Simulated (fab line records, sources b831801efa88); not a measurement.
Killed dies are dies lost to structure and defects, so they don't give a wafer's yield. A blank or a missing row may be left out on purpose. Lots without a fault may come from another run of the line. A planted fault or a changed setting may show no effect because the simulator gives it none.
A struck lot beside a sound one | flow sfq_line | 42 steps out of a route of 325
Sound: wafers L957.1, L957.2, L957.5. Struck: wafer L970.6. (L970.1, L970.2 of the same lot were not struck and are left out.) The cause comes at the end.
At each step with rows: each side's tool, then ch and its chambers, then its first start. Under that, the readings that differ: sound wafers | struck wafers | difference of the means | sigmas: that difference in standard deviations of wafers without a fault.
alike: readings whose means differ by less than 2 such deviations, and words and numbers that are the same on both sides. not compared: withheld readings, readings that some wafer has no value for, bounds like >300 that may hide the same value, and numbers for which the record gives no deviation and whose values overlap.
The two part at a step that has a row with sigmas, a row that says differs or no value, or rows on one side only. Numbers that don't overlap but have no deviation are shown without sigmas and don't part them. A reading that every wafer of one side lacks parts them only if that side has two wafers or more.

first, 6 steps without rows for these wafers: SFQ_TRILAYER_M1_LITHO_COAT_044 (resist thk 62 nm); SFQ_TRILAYER_M1_LITHO_COAT_039 (resist thk 600 nm); SFQ_TRILAYER_M1_LITHO_SOFTBAKE_043; SFQ_TRILAYER_M1_LITHO_EXPOSE_040 (exposes mask M1, target cd 500 nm); SFQ_TRILAYER_M1_LITHO_PEB_042 (peb time 60 s); SFQ_TRILAYER_M1_LITHO_DEVELOP_041 (time 60 s).
SFQ_M1_OVL_MEAS_911:
  sound on overlay-01, day 28 07:08; struck on overlay-01, day 34 16:16
  reading     | sound   | struck | difference | sigmas
  M1_OVL (nm) | 1 -11 2 | 16     | +19        | +3
SFQ_TRILAYER_M1_BARC_OPEN_METAL_ETCH_054: etches BARC in O2, target depth 125 nm, time 41.7 s.
  sound on rie_metal-04 ch 0,1, day 28 07:10; struck on rie_metal-01 ch 0, day 34 16:19
  alike: drypump_motor_current_A, oes_product_au
  not compared: rf_hours_counter_h
SFQ_TRILAYER_M1_ETCH_METAL_ETCH_042: etches Nb in Cl2/Ar, stops on SiO2, target depth 240 nm, time 120 s.
  sound on rie_metal-04 ch 0,1, day 28 07:14; struck on rie_metal-01 ch 0, day 34 16:22
  alike: drypump_motor_current_A, oes_product_au
  not compared: rf_hours_counter_h
SFQ_TRILAYER_M1_STRIP_STRIP_043: strips in O2.
  sound on rie_metal-04 ch 0,1, day 28 07:21; struck on rie_metal-01 ch 0, day 34 16:29
  alike: drypump_motor_current_A, oes_product_au
  not compared: rf_hours_counter_h
then, 2 steps without rows for these wafers: SFQ_TRILAYER_M1_STRIP_SOLV_CLEAN_044 (cleans in NMP, time 600 s); SFQ_TRILAYER_I1_DEP_PECVD_045 (deposits SiO2 from SiH4/N2O, time 111.11 s, target thk 500 nm).
SFQ_TRILAYER_I1_CMP_CMP_046: polishes SiO2.
  sound on cmp-01 ch 1,3, day 28 12:35; struck on cmp-01 ch 0, day 34 20:59
  reading                                             | sound             | struck | difference | sigmas
  time_to_endpoint_s (s)                              | 219 221 228       | 254    | +31        | +4
  model.SiO2_of_TRILAYER_I1_DEP_PECVD_045.thk_nm (nm) | 199.3 200.5 200.6 | 150.6  | -49.5      |
  alike: motor_current_A
SFQ_I1_BOW_MEAS_912:
  sound on film_metro-01, day 28 15:05; struck on film_metro-01, day 34 21:59
  alike: I1_BOW
SFQ_TRILAYER_I1_METRO_MEASURE_047:
  sound on film_metro-01, day 28 15:13; struck on film_metro-01, day 34 22:07
  reading     | sound             | struck | difference | sigmas
  thk_nm (nm) | 199.3 200.6 200.8 | 150.5  | -49.7      | -50
then, 6 steps without rows for these wafers: SFQ_TRILAYER_I1_VIA_LITHO_COAT_054 (resist thk 62 nm); SFQ_TRILAYER_I1_VIA_LITHO_COAT_049 (resist thk 650 nm); SFQ_TRILAYER_I1_VIA_LITHO_SOFTBAKE_053; SFQ_TRILAYER_I1_VIA_LITHO_EXPOSE_050 (exposes mask I1, target cd 500 nm); SFQ_TRILAYER_I1_VIA_LITHO_PEB_052 (peb time 60 s); SFQ_TRILAYER_I1_VIA_LITHO_DEVELOP_051 (time 60 s).
-- the record jumps here: 6 days lie between the struck wafers' starts before and after --
SFQ_I1_OVL_MEAS_913:
  sound on overlay-01, day 35 03:04; struck on overlay-02, day 41 07:11
  alike: I1_OVL
then, 1 step without rows for these wafers: SFQ_TRILAYER_I1_VIA_BARC_OPEN_VIA_ETCH_071 (etches BARC in O2, target depth 125 nm, time 41.7 s).
SFQ_TRILAYER_I1_VIA_ETCH_VIA_ETCH_052: etches SiO2 in CHF3, stops on Nb, target depth 260 nm.
  sound on rie_diel-01 ch 0,1,3, day 35 03:09; struck on rie_diel-01 ch 2, day 41 07:15
  reading                        | sound             | struck | difference | sigmas
  oes_product_au (a.u.)          | 0.852 0.852 0.857 | 0.727  | -0.127     | -26
  model.I1.feature_depth_nm (nm) | 199.4 200.6 200.8 | 150.8  | -49.5      |
  model.etch.depth_nm (nm)       | 199.3 200.5 200.6 | 150.6  | -49.5      |
  alike: drypump_motor_current_A
SFQ_TRILAYER_I1_VIA_STRIP_STRIP_053: strips in O2.
  sound on rie_metal-02 ch 0,1, day 35 03:16; struck on rie_metal-01 ch 0, day 41 07:22
  alike: drypump_motor_current_A, oes_product_au
  not compared: rf_hours_counter_h
then, 1 step without rows for these wafers: SFQ_TRILAYER_I1_VIA_STRIP_SOLV_CLEAN_054 (cleans in NMP, time 600 s).
SFQ_TRILAYER_M2_DEP_PRE_CLEAN_056: time 22.5 s.
  sound on pvd_sputter-04, day 35 04:02; struck on pvd_sputter-04, day 41 08:08
  reading                                             | sound           | struck | difference | sigmas
  model.SiO2_of_TRILAYER_I1_DEP_PECVD_045.thk_nm (nm) | 191.8 193 193.1 | 143.1  | -49.5      |
then, 1 step without rows for these wafers: SFQ_TRILAYER_M2_DEP_SPUTTER_055 (material Nb, target thk 200 nm, time 133.3 s).
SFQ_M2_RS_MEAS_914: measures by four-point-probe.
  sound on film_metro-02, day 35 04:10; struck on film_metro-02, day 41 08:16
  alike: M2_NB_RS
then, 6 steps without rows for these wafers: SFQ_TRILAYER_M2_LITHO_COAT_062 (resist thk 62 nm); SFQ_TRILAYER_M2_LITHO_COAT_057 (resist thk 600 nm); SFQ_TRILAYER_M2_LITHO_SOFTBAKE_061; SFQ_TRILAYER_M2_LITHO_EXPOSE_058 (exposes mask M2, target cd 500 nm); SFQ_TRILAYER_M2_LITHO_PEB_060 (peb time 60 s); SFQ_TRILAYER_M2_LITHO_DEVELOP_059 (time 60 s).
-- the record jumps here: 6 days lie between the struck wafers' starts before and after --
SFQ_M2_OVL_MEAS_916:
  sound on overlay-02, day 41 09:35; struck on overlay-02, day 47 18:39
  reading     | sound     | struck | difference | sigmas
  M2_OVL (nm) | -9 -3 -15 | 7      | +16        | +3
SFQ_TRILAYER_M2_BARC_OPEN_METAL_ETCH_077: etches BARC in O2, target depth 125 nm, time 41.7 s.
  sound on rie_metal-03 ch 0,1, day 41 09:37; struck on rie_metal-03 ch 0, day 47 18:41
  alike: drypump_motor_current_A, oes_product_au
  not compared: rf_hours_counter_h
then, 4 steps without rows for these wafers: SFQ_TRILAYER_M2_ETCH_METAL_ETCH_060 (etches Nb in Cl2/Ar, stops on SiO2, target depth 240 nm, time 120 s); SFQ_TRILAYER_M2_STRIP_STRIP_061 (strips in O2); SFQ_TRILAYER_M2_STRIP_SOLV_CLEAN_062 (cleans in NMP, time 600 s); SFQ_TRILAYER_I2_DEP_PECVD_063 (deposits SiO2 from SiH4/N2O, time 111.11 s, target thk 500 nm).
-- the record jumps here: 48 days lie between the struck wafers' starts before and after --
SFQ_M8_BOW_MEAS_951:
  sound on film_metro-03, day 91 09:21; struck on film_metro-02, day 95 10:12
  reading                 | sound           | struck | difference | sigmas
  model.etest.i1.link_ohm | 1.96 1.951 1.96 | 1.918  | -0.039     |
  alike: M8_BOW

WHERE THEY PART
First at SFQ_M1_OVL_MEAS_911; last, within this record, at SFQ_M2_OVL_MEAS_916. Later steps at which nothing parts them and some readings are alike: SFQ_TRILAYER_M2_BARC_OPEN_METAL_ETCH_077, SFQ_M8_BOW_MEAS_951.

WHY: what the simulator had put in
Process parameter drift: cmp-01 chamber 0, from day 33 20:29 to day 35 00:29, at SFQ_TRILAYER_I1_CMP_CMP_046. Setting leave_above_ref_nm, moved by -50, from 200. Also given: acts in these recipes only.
